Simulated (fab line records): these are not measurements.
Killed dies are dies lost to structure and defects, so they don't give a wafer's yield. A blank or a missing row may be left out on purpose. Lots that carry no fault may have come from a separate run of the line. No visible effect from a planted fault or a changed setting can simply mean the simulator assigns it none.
What tool caused it?    flow gf180mcu    11 lots, 33 wafers sampled, at 5 steps of a route of 602

== WHAT THE GAUGES SHOWED, per wafer ==
GF_V3_CD_MEAS_14: target cd 260 nm. Usual: cd-nm 260.2 nm, standard deviation 1.1.
lot   measured      on         cd-nm (nm)         flag
L850  day 22 16:46  cd-sem-02  258.0 259.0 259.9  
L854  day 24 05:27  cd-sem-02  260.4 259.6 260.8  
L855  day 25 01:08  cd-sem-01  260.5 260.3 260.8  
L856  day 25 05:19  cd-sem-02  258.1 258.6 259.0  
L859  day 26 01:49  cd-sem-02  260.1 261.2 259.0  
L861  day 26 23:41  cd-sem-01  260.9 260.9 261.0  
L863  day 27 01:31  cd-sem-02  261.0 261.1 261.0  
L864  day 27 19:59  cd-sem-01  260.6 259.9 260.1  
L868  day 28 18:45  cd-sem-02  258.4 258.7 258.3  
L869  day 28 23:10  cd-sem-01  260.1 262.6 259.9  
L872  day 29 15:53  cd-sem-01  260.6 259.7 259.1  

GF_V3_RS_MEAS_24: measurement is done with a four-point probe. Usual: V3_W_RS gives 0.327 ohm/sq (standard deviation 0.006).
lot   measured      on             V3_W_RS (ohm/sq)   flag
L850  day 22 17:48  film-metro-01  0.326 0.330 0.327  
L854  day 24 06:31  film-metro-01  0.324 0.317 0.325  
L855  day 25 02:11  film-metro-01  0.325 0.327 0.329  
L856  day 25 06:23  film-metro-01  0.328 0.313 0.315  
L859  day 26 02:51  film-metro-04  0.326 0.325 0.313  
L861  day 27 00:52  film-metro-01  0.331 0.238 0.237  OFF
L863  day 27 02:33  film-metro-04  0.236 0.326 0.329  OFF
L864  day 27 21:02  film-metro-02  0.331 0.329 0.332  
L868  day 28 19:49  film-metro-01  0.328 0.331 0.329  
L869  day 29 00:11  film-metro-04  0.328 0.330 0.330  
L872  day 29 16:55  film-metro-04  0.327 0.332 0.333  

GF_V3_THK_MEAS_25: measures by xrf. Usual: V3_W_THK gives 346 nm (standard deviation 8).
lot   measured      on             V3_W_THK (nm)  flag
L850  day 22 17:55  film-metro-01  341 337 341    
L854  day 24 06:38  film-metro-01  344 350 344    
L855  day 25 02:17  film-metro-01  342 338 337    
L856  day 25 06:30  film-metro-01  340 352 356    
L859  day 26 02:58  film-metro-04  358 358 370    
L861  day 27 00:58  film-metro-01  335 462 465    OFF
L863  day 27 02:40  film-metro-04  483 350 349    OFF
L864  day 27 21:09  film-metro-02  342 345 339    
L868  day 28 19:56  film-metro-01  338 334 337    
L869  day 29 00:19  film-metro-04  357 353 353    
L872  day 29 17:01  film-metro-04  355 353 351    

== TOOL THAT RAN EACH LOT (tool first, then ch and the chambers of the sampled wafers, then the start) ==
lot   GF_M3_SPUTTER_04              GF_V3_CVD_23
L850  pvd-sputter-01, day 20 15:54  cvd-w-02 ch 0,1, day 22 17:40
L854  pvd-sputter-03, day 22 06:42  cvd-w-01 ch 0,1, day 24 06:24
L855  pvd-sputter-01, day 23 03:52  cvd-w-02 ch 0,1, day 25 02:04
L856  pvd-sputter-01, day 23 07:56  cvd-w-01 ch 0,1, day 25 06:16
L859  pvd-sputter-03, day 24 05:02  cvd-w-01 ch 0,1, day 26 02:43
L861  pvd-sputter-03, day 25 04:20  cvd-w-01 ch 0,1, day 27 00:43
L863  pvd-sputter-02, day 25 06:39  cvd-w-01 ch 0,1, day 27 02:25
L864  pvd-sputter-01, day 26 02:42  cvd-w-02 ch 0,1, day 27 20:55
L868  pvd-sputter-02, day 27 01:50  cvd-w-02 ch 0,1, day 28 19:42
L869  pvd-sputter-03, day 27 06:27  cvd-w-02 ch 0,1, day 29 00:05
L872  pvd-sputter-02, day 27 23:47  cvd-w-02 ch 0, day 29 16:47
- GF_M3_SPUTTER_04: material TiN, target thk 50 nm, time 41.7 s.
- GF_V3_CVD_23: deposits W, target thk 350 nm, time 104.9 s.

== AS READ BY THE TOOLS THEMSELVES (means over the sampled wafers that have a number; for cases with no such wafer, the mark the record gives instead) ==
GF_M3_SPUTTER_04. Usual: throttle-valve-pct 29.5 %, standard deviation 0.89.
lot   tool            throttle-valve-pct (%)  flag
L850  pvd-sputter-01  29.4                    
L854  pvd-sputter-03  29.2                    
L855  pvd-sputter-01  28.8                    
L856  pvd-sputter-01  30.2                    
L859  pvd-sputter-03  29.5                    
L861  pvd-sputter-03  29.4                    
L863  pvd-sputter-02  28.5                    
L864  pvd-sputter-01  30.8                    
L868  pvd-sputter-02  29.1                    
L869  pvd-sputter-03  29.7                    
L872  pvd-sputter-02  28.3                    

GF_V3_CVD_23. Usual: heater-power-w 786 W, standard deviation 57.
lot   tool      heater-power-w (W)  flag
L850  cvd-w-02  793                 
L854  cvd-w-01  828                 
L855  cvd-w-02  765                 
L856  cvd-w-01  805                 
L859  cvd-w-01  823                 
L861  cvd-w-01  795                 
L863  cvd-w-01  820                 
L864  cvd-w-02  757                 
L868  cvd-w-02  749                 
L869  cvd-w-02  798                 
L872  cvd-w-02  834                 

== THE ANSWER, worked out from the rows above alone ==
Rule: lot off if the mean of its wafers having a number is beyond 3 standard deviations from the usual mean. Also off: a lot with no number at a reading for which 4 or more lots have one. All remaining lots with rows at the step are treated as sound. After the gauges, taken in route order, come the tools' own readings; for these a lot's mean is taken, as printed above. At the first step where some lot is off, the reading lying furthest off is the one used; lots without a number count as furthest.
Off: L861, L863, at GF_V3_RS_MEAS_24 (V3_W_RS).
A tool fits if, at a process step before that reading, it ran every lot that is off, and no sound lot after the first of them. Gauges at GF_V3_RS_MEAS_24: tried the same way as those tools. One fits: GF_V3_CVD_23 on cvd-w-01. A fault onset in the window from L859 (day 26 02:43, its last sound lot) to L861 (day 27 00:43, its first lot off) fits.

== WHAT THE SIMULATOR PUT IN ==
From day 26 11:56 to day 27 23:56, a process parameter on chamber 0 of cvd-w-01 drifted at GF_V3_CVD_23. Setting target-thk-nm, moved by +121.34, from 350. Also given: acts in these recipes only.
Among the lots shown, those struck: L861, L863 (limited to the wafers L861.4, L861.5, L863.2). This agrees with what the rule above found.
